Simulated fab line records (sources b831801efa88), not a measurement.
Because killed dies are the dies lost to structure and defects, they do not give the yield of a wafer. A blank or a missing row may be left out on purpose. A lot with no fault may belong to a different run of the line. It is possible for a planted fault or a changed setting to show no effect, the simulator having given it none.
Matching of chambers -- flow sky130 -- SKY_VIA3_CMP_24 on cmp-02 has 4 sister chambers
The step polishes, stops on SiO2, t overpolish 20 s, target thk 0 nm. 4 wafers are shown with their chamber, then 8 later ones without.

== WAFERS WITH THEIR CHAMBER ==
wafer,chamber,motor-current-A (A)
L767.2,3,9.8
L778.1,1,10.6
L778.6,2,10.2
L779.1,0,10.3

== WAFERS WHOSE CHAMBER IS MISSING ==
wafer,motor-current-A (A)
L779.3,10.2
L779.6,10.4
L781.1,10.0
L781.2,10.5
L781.3,10.0
L782.2,10.2
L782.4,9.9
L782.6,10.0

== EACH ONE'S CHAMBER ==
wafer,from the rows above,in truth
L779.3,can't be placed: 2 or 0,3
L779.6,can't be placed: 0 or 1 or 2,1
L781.1,can't be placed: 2 or 3 or 0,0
L781.2,can't be placed: 1 or 0 or 2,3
L781.3,can't be placed: 2 or 3 or 0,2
L782.2,can't be placed: 2 or 0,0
L782.4,can't be placed: 3 or 2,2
L782.6,can't be placed: 2 or 3 or 0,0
Correct placement for 0 of the 8. Cannot be placed on the basis of these rows: 8; the candidates contain the true chamber in 6. Number placed wrongly: 0.
How it was worked out, from the rows above alone: a wafer's distance from a chamber is the root of the sum, over the readings, of the square of ((its reading less the chamber's mean) divided by the reading's scatter). The wafer belongs to the nearest chamber; if the next one is less than 2 further off, it can't be placed. Each chamber's mean is taken over the wafers shown for it. The scatter: with one shown wafer a chamber, the root of the mean of the squares of how far each hidden wafer lies from its nearest shown one.
